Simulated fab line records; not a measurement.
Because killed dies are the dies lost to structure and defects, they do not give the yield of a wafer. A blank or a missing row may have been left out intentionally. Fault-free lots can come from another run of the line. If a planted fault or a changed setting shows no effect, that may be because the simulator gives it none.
Problem report in the 8D (eight disciplines) form, filled by code	flow sky130	the parts of the form that need people (team, actions taken, sign-off) are left out

## 1. THE PROBLEM
Wafers without a fault read 6499.9 W, standard deviation 1.1; cathode-dc-power-W at SKY_METAL4_SPUTTER_04 reads a mean of 5911.4 W on 6 wafers belonging to 2 lots. That is -99 or more standard deviations from the usual mean.
The step: material TiN, target thk 70 nm, time 58.3 s.
The first sign was on wafer L240.2 at day 44 00:44, on pvd-sputter-01. The record has a number at this step for 39 wafers belonging to 13 lots. The rule behind "out" and "out of limits": a value lying over 4 standard deviations away from the usual mean. The other wafers with a number count as sound.

## 2. WHAT IT IS, AND WHAT IT ISN'T
question	is	is not
which readings at this step	cathode-dc-power-W	throttle-valve-pct
which lots	L240, L242	L226, L228, L229, L231, L232, L239, L243, L244, L245, L246, L248
which wafers of those lots	all that have a number	-
read on which tools	pvd-sputter-01	pvd-sputter-02, pvd-sputter-04
when	from day 44 00:44	up to then (18 sound wafers); but 15 sound wafers of L243, L244, L245, L246, L248 came after

## 3. SUSPECTS, AND WHAT RULES EACH OUT
Counting: a tool at a process step up to the reading stays a suspect if it ran every lot that is out and no sound lot after the first of them.
- pvd-sputter-01 at SKY_METAL4_SPUTTER_04 (material TiN, target thk 70 nm, time 58.3 s): kept. It ran every lot that is out, first L240 (day 44 00:44), and no sound lot after that. On those wafers its own readings are out: cathode-dc-power-W.
After counting, what remains is pvd-sputter-01 at SKY_METAL4_SPUTTER_04.

## 4. THE CAUSE (what the simulator had put in)
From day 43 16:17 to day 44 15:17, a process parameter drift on pvd-sputter-01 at SKY_METAL4_SPUTTER_04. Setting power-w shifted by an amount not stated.
Counting left only this tool.

## 5. SEQUENCE OF EFFECTS, ordered by route
Each row: a reading where the mean over the struck wafers with a number is more than 3 standard deviations away from the usual. Readings are gone through only where the record gives a usual standard deviation; hours: the median, over the lots, of the time from a lot's start at the first step in this table giving one to that lot's start at this step; sigmas: the change measured in usual standard deviations.
hours	step	reading	usual	on struck wafers	change	sigmas
0	SKY_METAL4_SPUTTER_04	cathode-dc-power-W	6499.9 W	5911.4	-588.4	-99 or more
Its process steps:
- SKY_METAL4_SPUTTER_04: material TiN, target thk 70 nm, time 58.3 s.

## 6. WHAT WOULD HAVE CAUGHT IT SOONER
8 hours passed between the start of the fault at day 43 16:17 and the first reading out of limits in this record, taken at day 44 00:44.
